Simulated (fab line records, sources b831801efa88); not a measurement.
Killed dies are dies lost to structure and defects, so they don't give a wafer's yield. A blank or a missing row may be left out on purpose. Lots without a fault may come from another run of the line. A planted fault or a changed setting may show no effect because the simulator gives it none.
Chamber matching | flow sky130 | SKY_CAP2M_CVD_00 on pecvd-02: 3 sister chambers
The step deposits SiO2, target thk 15.5 nm. 27 wafers are shown with their chamber, then 12 later ones without.

WAFERS WITH THEIR CHAMBER
wafer  | chamber | heater_power_w (W)
L076.1 | 0       | 921
L076.4 | 0       | 938
L076.6 | 2       | 749
L078.2 | 0       | 903
L078.5 | 1       | 638
L078.6 | 2       | 705
L079.2 | 2       | 731
L079.4 | 2       | 739
L079.6 | 1       | 592
L080.1 | 0       | 923
L080.2 | 1       | 621
L080.3 | 2       | 756
L080.4 | 2       | 747
L080.5 | 0       | 903
L080.6 | 1       | 609
L083.1 | 1       | 605
L083.2 | 2       | 758
L083.3 | 0       | 824
L083.4 | 2       | 752
L083.5 | 0       | 839
L083.6 | 1       | 604
L084.2 | 1       | 648
L084.3 | 2       | 781
L084.5 | 1       | 675
L085.1 | 2       | 722
L085.2 | 0       | 769
L085.3 | 1       | 574

SIGNATURES (means of the wafers above)
reading        | chamber 0 | chamber 1 | chamber 2 | scatter within a chamber
heater_power_w | 877.50    | 618.44    | 744.00    | 39.1
Rule: a wafer's distance from a chamber is the root of the sum, over the readings, of the square of ((its reading less the chamber's mean) divided by the reading's scatter). The wafer belongs to the nearest chamber; if the next one is less than 2 further off, it can't be placed. The scatter: the root of (the sum of the squares of (reading less its chamber's mean) over the shown wafers, divided by (wafers less chambers)).

WAFERS WITHOUT THEIR CHAMBER
wafer  | heater_power_w (W)
L085.4 | 576
L085.5 | 782
L085.6 | 727
L090.3 | 807
L090.4 | 797
L090.5 | 692
L093.1 | 682
L093.2 | 853
L093.4 | 859
L097.1 | 798
L097.4 | 642
L097.5 | 582

WHICH CHAMBER EACH WENT THROUGH
wafer  | from the rows above     | in truth
L085.4 | 1                       | 1
L085.5 | can't be placed: 2 or 0 | 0
L085.6 | 2                       | 2
L090.3 | can't be placed: 2 or 0 | 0
L090.4 | can't be placed: 2 or 0 | 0
L090.5 | can't be placed: 2 or 1 | 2
L093.1 | can't be placed: 2 or 1 | 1
L093.2 | 0                       | 0
L093.4 | 0                       | 0
L097.1 | can't be placed: 2 or 0 | 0
L097.4 | 1                       | 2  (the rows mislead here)
L097.5 | 1                       | 1
Placed correctly: 5 of 12. Can't be placed from these rows: 6 (the true chamber is among the candidates in 6). Placed wrongly: 1.
